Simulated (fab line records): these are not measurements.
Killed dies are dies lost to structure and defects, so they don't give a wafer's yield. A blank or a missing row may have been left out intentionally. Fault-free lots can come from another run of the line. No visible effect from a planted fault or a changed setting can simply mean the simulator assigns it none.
Comparing a struck lot with a sound one || flow sky130 || 34 steps out of a route of 708
Sound: wafers L943.2, L943.5, L943.6. Struck: wafers L933.3, L933.5. (L933.6 of the same lot was not struck and is left out.) The cause comes at the end.
At each step with rows: each side's tool, then ch and its chambers, then its first start. Under that, the readings that differ: sound wafers || struck wafers || difference of the means || sigmas: that difference in standard deviations of wafers without a fault.
alike: a reading whose means differ by less than 2 such deviations, as well as words and numbers matching on both sides. not compared: withheld readings; readings where some wafer has no value; bounds like >300 that might hide an equal value; numbers whose values overlap and for which the record gives no deviation.
The two part at a step that has a row with sigmas, a row that says differs or no value, or rows on one side only. Numbers that don't overlap but have no deviation are shown without sigmas and don't part them. Lack of a reading on every wafer of one side parts them only where that side has two or more wafers.

first, 9 steps without rows for these wafers: SKY_METAL2_DEHYDRATE_07 (time 60 s); SKY_METAL2_HMDS_08 (prime time 60 s); SKY_METAL2_COAT_09 (resist thk 60 nm); SKY_METAL2_COAT_10 (resist thk 450 nm); SKY_METAL2_SOFTBAKE_11 (time 90 s); SKY_METAL2_EXPOSE_12 (exposes mask MM2, target cd 140 nm); SKY_METAL2_PEB_13; SKY_METAL2_DEVELOP_14 (develop time 60 s); SKY_METAL2_DESCUM_17 (chemistry O2, time 8 s).
SKY_METAL2_ETCH_18: etches BARC in N2/H2, stops on SiO2, time 45.9 s, target depth 60 nm.
  sound on rie metal-02 ch 0,1, day 41 21:46; struck on rie metal-02 ch 0, day 39 06:54
  alike: bias w, drypump motor current A, oes product au, throttle valve pct
  not compared: rf hours counter h
then, 23 steps without rows for these wafers: SKY_METAL2_METAL_ETCH_19 (etches the open film in Cl2/BCl3, stops on SiO2, target depth 360 nm, time 78 s); SKY_METAL2_STRIP_20 (strips in O2/N2); SKY_METAL2_STRIP_21 (strips in post etch residue remover, time 1200 s); SKY_METAL2_CLEAN_22 (cleans in IPA, time 180 s); SKY_METAL2_CLEAN_23 (cleans in O3/DIW); SKY_VIA2_HDPCVD_00 (deposits SiO2, target thk 1180 nm, time 196.7 s); SKY_VIA2_CMP_02 (polishes SiO2); SKY_VIA2_DEHYDRATE_04 (time 60 s); SKY_VIA2_HMDS_05 (prime time 60 s); SKY_VIA2_COAT_06 (resist thk 60 nm); SKY_VIA2_COAT_07 (resist thk 450 nm); SKY_VIA2_SOFTBAKE_08 (time 90 s); SKY_VIA2_EXPOSE_09 (exposes mask VIM2, target cd 200 nm); SKY_VIA2_PEB_10; SKY_VIA2_DEVELOP_11 (develop time 60 s); SKY_VIA2_ETCH_14 (etches BARC in N2/H2, stops on SiO2, time 45.9 s, target depth 60 nm); SKY_VIA2_ETCH_15 (etches SiO2 in C4F8/O2/Ar, stops on TiN, target depth 546 nm, time 84 s); SKY_VIA2_STRIP_16 (strips in O2/N2); SKY_VIA2_STRIP_17 (strips in post etch residue remover, time 1200 s); SKY_VIA2_CLEAN_18 (cleans in IPA, time 180 s); SKY_VIA2_CLEAN_19 (cleans in O3/DIW); SKY_VIA2_SPUTTER_20 (material TiN, target thk 20 nm, time 80 s); SKY_VIA2_CVD_21 (deposits W, target thk 420 nm, time 126.4 s).
-- the record jumps here: 10 days lie between the struck wafers' starts before and after (it left off in module VIA2 and takes up again in module PAD_OPEN, whose first step shown is number 708 of the route) --
SKY_PAD_OPEN_PROBE_99:
  struck on prober-01, day 49 03:16; sound on prober-02, day 50 21:04
{"reading": "defect limited yield (%)", "sound": "83.3 84.1 85.0", "struck": "70.1 70.3", "difference": -13.9, "sigmas": -8}
{"reading": "killed_at_M0_to_M3", "sound": "42 42 36", "struck": "111 114", "difference": "+72", "sigmas": "+12"}
{"reading": "killed dies", "sound": "82 78 74", "struck": "147 146", "difference": "+68", "sigmas": "+8"}
{"reading": "sort_bin_3_pad_short (%)", "sound": "0.2 0.4 1.0", "struck": "7.1 5.5", "difference": "+5.8", "sigmas": "+14"}
{"reading": "sort_bin_5_function (%)", "sound": "8.5 10.6 9.3", "struck": "14.0 18.3", "difference": "+6.7", "sigmas": "+5"}
{"reading": "sort n pass", "sound": "410 414 418", "struck": "345 346", "difference": -68, "sigmas": -8}
{"reading": "sort yield pct (%)", "sound": "83.3 84.1 85.0", "struck": "70.1 70.3", "difference": -13.9, "sigmas": -8}
{"reading": "model.etest.tester.sort n pass", "sound": "410 414 418", "struck": "345 346", "difference": -68, "sigmas": ""}
{"reading": "model.etest.tester.sort yield pct (%)", "sound": "83.33 84.15 84.96", "struck": "70.12 70.33", "difference": -13.92, "sigmas": ""}
{"reading": "model.etest.tester.sort_bin_5_pct (%)", "sound": "8.537 10.57 9.35", "struck": "14.02 18.29", "difference": "+6.67", "sigmas": ""}
{"reading": "model.etest.tester.sort_bin_3_pct (%)", "sound": "0.2033 0.4065 1.016", "struck": "7.114 5.488", "difference": "+5.759", "sigmas": ""}
  alike: killed_at_M4_up, killed at contacts, killed at front end, killed at other, killed open, killed short, sort_bin_6_memory

== WHERE THEY PART ==
SKY_PAD_OPEN_PROBE_99 only, going by this record.

WHY: whatever the simulator had introduced
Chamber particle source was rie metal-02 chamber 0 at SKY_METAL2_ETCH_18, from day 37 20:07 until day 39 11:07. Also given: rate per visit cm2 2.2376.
